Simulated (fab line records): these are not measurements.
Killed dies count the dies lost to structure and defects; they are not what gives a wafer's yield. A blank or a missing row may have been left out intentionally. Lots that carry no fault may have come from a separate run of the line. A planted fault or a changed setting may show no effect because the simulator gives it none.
Problem report, 8D (eight disciplines) form, completed by code + flow sky130 + the parts of the form that need people (team, actions taken, sign-off) are left out

## 1. PROBLEM STATEMENT
LDD_N_TW at SKY_LDD_N_TW_MEAS_17 reads a mean of 3029 on 6 wafers of 2 lots; wafers without a fault read 2587 with a standard deviation of 17. That puts it +26 standard deviations away from the usual mean.
First observed at day 21 14:51: wafer L590.1, on filmMetro-02. The record has a number at this step for 33 wafers belonging to 11 lots. Rule for "out", or "out of limits": more than 4 standard deviations from the usual mean. Any other wafer with a number is counted as sound.

## 2. WHAT IT IS, AND WHAT IT ISN'T
| question                    | is                         | is not                                                                                            |
|-----------------------------|----------------------------|---------------------------------------------------------------------------------------------------|
| which readings at this step | LDD_N_TW                   | -                                                                                                 |
| which lots                  | L590, L591                 | L581, L582, L583, L598, L599, L600, L601, L602, L603                                              |
| which wafers of those lots  | all that have a number     | -                                                                                                 |
| read on which gauges        | filmMetro-02, filmMetro-04 | filmMetro-03                                                                                      |
| when                        | from day 21 14:51          | up to then (9 sound wafers); but 18 sound wafers of L598, L599, L600, L601, L602, L603 came after |

## 3. SUSPECTS, AND WHAT RULES EACH OUT
Counting: any tool at a process step up to the reading is kept as a suspect provided that every lot that is out went through it and no sound lot did after the first of them.
- the gauge at SKY_LDD_N_TW_MEAS_17 has been ruled out. The wafers that are out were read on 2 gauges (filmMetro-02, filmMetro-04).
- implanter-04 at SKY_LDD_N_IMPLANT_08: ruled out as a lasting fault. Following L590 (day 21 13:33), the first lot on it that is out, the sound lots L600, L601, L602 were run on it.
- plasmaAsher-01 at SKY_LDD_N_STRIP_16 (strips in O2/N2): ruled out as a lasting fault. Following L590 (day 21 14:45), the first lot on it that is out, the sound lots L598, L602 were run on it.
Left after counting: nothing in the record.

## 4. THE CAUSE (what the simulator had put in)
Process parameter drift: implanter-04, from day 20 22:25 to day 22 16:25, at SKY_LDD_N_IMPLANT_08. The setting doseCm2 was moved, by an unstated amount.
It was ruled out by counting, in error; the rule expects a fault to strike all lots run on its tool from its start on, and this fault did not.

## 5. SEQUENCE OF EFFECTS, ordered by route
One row per reading whose mean, taken over the struck wafers that have a number, lies over 3 standard deviations from the usual. Only readings whose record carries a usual standard deviation are examined. hours: median over the lots of the time between each lot's start at the first step of this table that gives one and its start at this step. sigmas: the change, counted in usual standard deviations.
| hours | step                 | reading              | usual     | on struck wafers | change     | sigmas      |
|-------|----------------------|----------------------|-----------|------------------|------------|-------------|
| 0     | SKY_LDD_N_IMPLANT_08 | beamOnS              | 10.01 s   | 72.95            | +62.94     | +99 or more |
| 0     | SKY_LDD_N_IMPLANT_08 | doseIonsCm2          | 7.501e+13 | 8.022e+14        | +7.272e+14 | +99 or more |
| 0     | SKY_LDD_N_IMPLANT_08 | faradayCurrentUA     | 422       | 621              | +199       | +25         |
| 1     | SKY_LDD_N_STRIP_16   | stripTimeToEndpointS | 4.312 s   | 5.796            | +1.484     | +99         |
| 1     | SKY_LDD_N_TW_MEAS_17 | LDD_N_TW             | 2587      | 3029             | +442       | +26         |
Process steps it contains:
- SKY_LDD_N_IMPLANT_08
- SKY_LDD_N_STRIP_16: strips in O2/N2.

## 6. HOW IT WOULD HAVE BEEN CAUGHT EARLIER
16 hours passed between the start of the fault at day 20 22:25 and the first reading out of limits at a measuring or inspecting step in this record, taken at day 21 14:51.
The tool's own readings at SKY_LDD_N_IMPLANT_08 were out on every struck wafer that the step has a row for (beamOnS, doseIonsCm2, faradayCurrentUA): an alarm limit on them would have fired on the first of those.
